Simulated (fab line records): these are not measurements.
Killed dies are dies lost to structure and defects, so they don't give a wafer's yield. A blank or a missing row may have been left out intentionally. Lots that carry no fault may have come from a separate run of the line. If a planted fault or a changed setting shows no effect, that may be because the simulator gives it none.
fab line records | flow gf180mcu
[record] lots = 14 wafers = 42 lastDay = 34
route steps=602 shown VT_IMPLANT@122 HV_LDD@221
lots that met no fault: from a run of the same line without faults
startH: hours from the record's opening day to when the first of the lot's shown wafers began | waitH: hours from the lot's prior step to this one | " as in the row above | L1.1+2: several wafers, shown together as one row | - no value, or no start given | * or withheld: withheld | < > ~ a bound
route shown NAME@n: names a module that has steps shown in the file, with the first one's number in the route | usual: mean/standard deviation taken from wafers without a fault | same: alike in all rows | chamber/n: place in a boat | sites: per-site readings | _std_site: standard deviation across them | _edge_site: the outer-site mean with the inner-site mean subtracted | radiusMm: how far each site lies from the wafer's centre | mask NAME#n: copy n | behind: tool/chamber where the wafer was last shaped | hold: what put the lot on hold/how long, in hours/how the hold closed | device: the transistor (n, p or np) that didn't switch | end of line: at the end of the route, the tests of the same wafers | a step with no rows: only its recipe | killed: the dies lost at the first sort to structure and to defects; this is not the yield of the wafer | map: dies across one wafer; x = killed, . = not, _ = none there
set.NAME: setting as actually run; set.NAME@STEP: the setting as run at that earlier step | model.NAME: the simulator's own value behind a step, which no gauge read
route steps across a sampled set of lots; one table per step, one row per wafer
services: a tool's chamber out of use, with start hour (startH, from the record's first day; less than 0 if before it), hours out, and reason
[[steps]]
[step GF_VT_IMPLANT_TW_MEAS_32]
[usual] VT_IMPLANT_3_TW = 268.3/1.9
// columns lot.wafer tool chamber startH waitH VT_IMPLANT_3_TW
L624.1 filmMetro-02 - 153.24 0.1 265.8
L624.3 " - " " 266.3
L624.6 " - " " 265.8
L625.2 filmMetro-03 - 163.15 0.1 266.4
L625.3 " - " " 266.3
L625.4 " - " " 267.7
L626.1 filmMetro-02 - 167.20 0.1 265.7
L626.4 " - " " 266.6
L626.5 " - " " 266.4
L627.2 filmMetro-02 - 173.40 0.1 267.7
L627.4 " - " " 267.6
L627.5 " - " " 267.2
L628.1 filmMetro-03 - 180.19 0.1 268.4
L628.5 " - " " 268.6
L628.6 " - " " 266.6
L630.1 filmMetro-04 - 192.74 0.1 268.8
L630.3 " - " " 269.5
L630.6 " - " " 269.2
L632.1 filmMetro-02 - 207.05 0.1 264.9
L632.4 " - " " 263.9
L632.6 " - " " 263.8
L634.2 filmMetro-04 - 219.20 0.1 271.7
L634.4 " - " " 270.6
L634.5 " - " " 270.1
L635.2 filmMetro-03 - 226.95 0.1 268.6
L635.5 " - " " 270.0
L635.6 " - " " 268.9
L639.1 filmMetro-03 - 251.74 0.1 267.7
L639.2 " - " " 268.0
L639.3 " - " " 266.5
L640.2 filmMetro-03 - 260.10 0.1 268.3
L640.4 " - " " 267.7
L640.6 " - " " 267.5
L641.2 filmMetro-03 - 266.15 0.1 267.1
L641.3 " - " " 266.7
L641.6 " - " " 265.5
L642.2 filmMetro-03 - 271.75 0.1 265.3
L642.4 " - " " 267.2
L642.5 " - " " 267.3
L645.1 filmMetro-04 - 293.99 0.1 268.4
L645.2 " - " " 269.4
L645.6 " - " " 269.8
[step GF_HV_LDD_DEVELOP_45]
[recipe] developTimeS = 60 devTempC = 23
[usual] chillPlateTempC = 22.97/0.11 developTimeS = 60/0
// columns lot.wafer tool chamber startH waitH chillPlateTempC developTimeS
L624.1 lithoTrack-02 0 286.86 0.1 22.94 60
L624.3 " 0 " " 22.87 60
L624.6 " 0 " " 22.82 60
L625.2 lithoTrack-02 0 301.44 0.1 22.93 60
L625.3 " 0 " " 22.87 60
L625.4 " 0 " " 23.10 60
L626.1 lithoTrack-01 0 305.15 0.1 23.06 60
L626.4 " 0 " " 23.13 60
L626.5 " 0 " " 22.86 60
L627.2 lithoTrack-04 0 315.72 0.1 22.93 60
L627.4 " 0 " " 23.04 60
L627.5 " 0 " " 23.19 60
L628.1 lithoTrack-04 0 323.34 0.1 22.95 60
L628.5 " 0 " " 23.02 60
L628.6 " 0 " " 23.01 60
L630.1 lithoTrack-02 0 337.41 0.1 23.07 60
L630.3 " 0 " " 22.95 60
L630.6 " 0 " " 22.95 60
L632.1 lithoTrack-02 0 354.66 0.1 22.94 60
L632.4 " 0 " " 23.15 60
L632.6 " 0 " " 22.89 60
L634.2 lithoTrack-04 0 369.72 0.1 22.91 60
L634.4 " 0 " " 23.06 60
L634.5 " 0 " " 22.87 60
L635.2 lithoTrack-04 0 376.97 0.1 22.97 60
L635.5 " 0 " " 23.01 60
L635.6 " 0 " " 23.04 60
L639.1 lithoTrack-01 0 409.35 0.1 23.17 60
L639.2 " 0 " " 23.12 60
L639.3 " 0 " " 23.19 60
L640.2 lithoTrack-02 - 418.74 0.1 - -
L640.4 " - " " - -
L640.6 " - " " - -
L641.2 lithoTrack-02 - 425.14 0.1 - -
L641.3 " - " " - -
L641.6 " - " " - -
L642.2 lithoTrack-04 0 433.32 0.1 22.83 60
L642.4 " 0 " " 22.95 60
L642.5 " 0 " " 22.94 60
L645.1 lithoTrack-04 0 460.04 0.1 23.10 60
L645.2 " 0 " " 22.97 60
L645.6 " 0 " " 22.99 60
[step GF_HV_LDD_ETCHBACK_58]
[recipe] chemistry = CH3F/O2 target = Si3N4 stopOn = SiO2 sourceW = 386.5 biasW = 80 pressureMtorr = 25 ch3fFlowSccm = 40 O2_flow_sccm = 30 timeS = 100 targetDepthA = 900
[usual] biasW = 80.00/0.23 drypumpMotorCurrentA = 5.8/0.42 oesProductAu = 0.844/0.0067 throttleValvePct = 10.561/0.01
// columns lot.wafer tool chamber startH waitH biasW drypumpMotorCurrentA oesProductAu rfHoursCounterH throttleValvePct
L624.1 rieDiel-03 0 290.29 0.1 79.84 5.7 0.852 2 10.551
L624.3 " 3 " " 79.83 5.8 0.845 14 10.559
L624.6 " 2 " " 80.04 5.2 0.847 - 10.574
L625.2 rieDiel-01 3 304.84 0.0 79.86 5.8 0.838 12 10.550
L625.3 " 2 " " 79.89 5.4 0.834 8 10.559
L625.4 " 0 " " 79.82 6.3 0.842 3 10.581
L626.1 rieDiel-03 3 309.22 0.1 79.74 5.8 0.852 15 10.535
L626.4 " 1 " " 80.48 5.2 0.855 - 10.566
L626.5 " 3 " " 80.12 5.8 0.845 - 10.566
L627.2 rieDiel-01 2 319.12 0.0 80.04 5.4 0.843 8 10.567
L627.4 " 1 " " 80.06 5.4 0.840 4 10.568
L627.5 " 1 " " 79.95 5.4 0.836 - 10.564
L628.1 rieDiel-04 3 326.77 0.1 80.00 5.7 0.854 66 10.567
L628.5 " 1 " " 80.12 5.9 0.845 - 10.573
L628.6 " 2 " " 80.03 6.2 0.843 - 10.540
L630.1 rieDiel-04 0 340.84 0.1 80.26 6.6 0.842 5 10.564
L630.3 " 2 " " 80.08 6.3 0.831 27 10.556
L630.6 " 2 " " 79.54 6.3 0.837 - 10.550
L632.1 rieDiel-03 0 360.05 0.1 79.72 5.7 0.847 4 10.569
L632.4 " 3 " " 80.22 5.9 0.845 16 10.558
L632.6 " 0 " " 79.53 5.7 0.841 - 10.560
L634.2 rieDiel-03 1 373.12 0.0 80.45 5.3 0.843 8 10.561
L634.4 " 2 " " 80.10 5.2 0.843 1 10.559
L634.5 " 2 " " 79.68 5.2 0.841 - 10.564
L635.2 rieDiel-04 3 380.37 0.0 80.41 5.8 0.850 67 10.565
L635.5 " 1 " " 80.18 5.9 0.849 - 10.575
L635.6 " 0 " " 80.20 6.7 0.847 - 10.549
L639.1 rieDiel-04 2 412.77 0.1 80.45 6.3 0.834 29 10.550
L639.2 " 3 " " 80.32 5.8 0.837 68 10.567
L639.3 " 0 " " 79.80 6.6 0.841 6 10.578
L640.2 rieDiel-01 2 422.14 0.0 80.09 5.4 0.844 11 10.561
L640.4 " 0 " " 80.28 6.3 0.835 6 10.567
L640.6 " 1 " " 80.20 5.4 0.851 - 10.564
L641.2 rieDiel-03 3 428.53 0.0 79.96 5.8 0.838 19 10.545
L641.3 " 0 " " 80.18 5.7 0.839 7 10.546
L641.6 " 3 " " 80.10 5.8 0.856 - 10.567
L642.2 rieDiel-04 2 439.24 0.0 79.51 6.2 0.838 30 10.555
L642.4 " 3 " " 80.36 5.7 0.840 68 10.570
L642.5 " 2 " " 79.69 6.2 0.842 - 10.575
L645.1 rieDiel-03 1 463.47 0.1 80.12 5.3 0.849 11 10.563
L645.2 " 2 " " 79.82 5.2 0.848 5 10.561
L645.6 " 1 " " 80.29 5.3 0.847 - 10.556
[[services]]
// columns tool chamber startH hours kind
rieDiel-03 2 299.69 - clean
rieDiel-03 2 299.69 17.5 scheduledDown
rieDiel-03 2 299.69 17.5 ventCycle
rieDiel-04 2 302.66 23.4 repair
lithoTrack-04 - 314.15 - consumableReplace:filter
lithoTrack-02 - 321.99 - consumableReplace:filter
rieDiel-03 2 328.92 2.9 repair
rieDiel-01 - 351.23 1.8 repair
rieDiel-03 1 374.91 7.7 repair
rieDiel-01 1 427.39 6.7 repair
rieDiel-03 0 459.74 12.5 repair
[[key]]
[firstSign] step = GF_HV_LDD_DEVELOP_45 reading = toolRecord direction = missing
effect none on later readings
metAt GF_HV_LDD_DEVELOP_45
struckLots L640,L641
laterRowsLeftOut L640.2,L640.4,L640.6,L641.2,L641.3,L641.6
sortLeftOut L640.2,L640.4,L640.6,L641.2,L641.3,L641.6
testerLeftOut L640,L641
notActingAt GF_VT_IMPLANT_TW_MEAS_32,GF_HV_LDD_ETCHBACK_58
onsetBetween 354.66 418.74
[fault] kind = skippedStepWhole tool = lithoTrack-02 chamber = - onsetH = 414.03 steps = GF_HV_LDD_DEVELOP_45 scope = struckLotsOnly
// testerLeftOut: of these lots the tester's yield and bins aren't shown, on N5 and GAA mostly nor the transistor test; their killed dies are dies lost to structure and defects alone, not to doping, threshold or leakage, so they don't give the yield
// sortLeftOut: the simulated sort isn't trusted on such a fault, so these wafers' sort isn't shown, and their yield isn't known
// laterRowsLeftOut: the simulator's readings of these wafers behind a module that went badly wrong aren't trusted and aren't shown, but for the sort
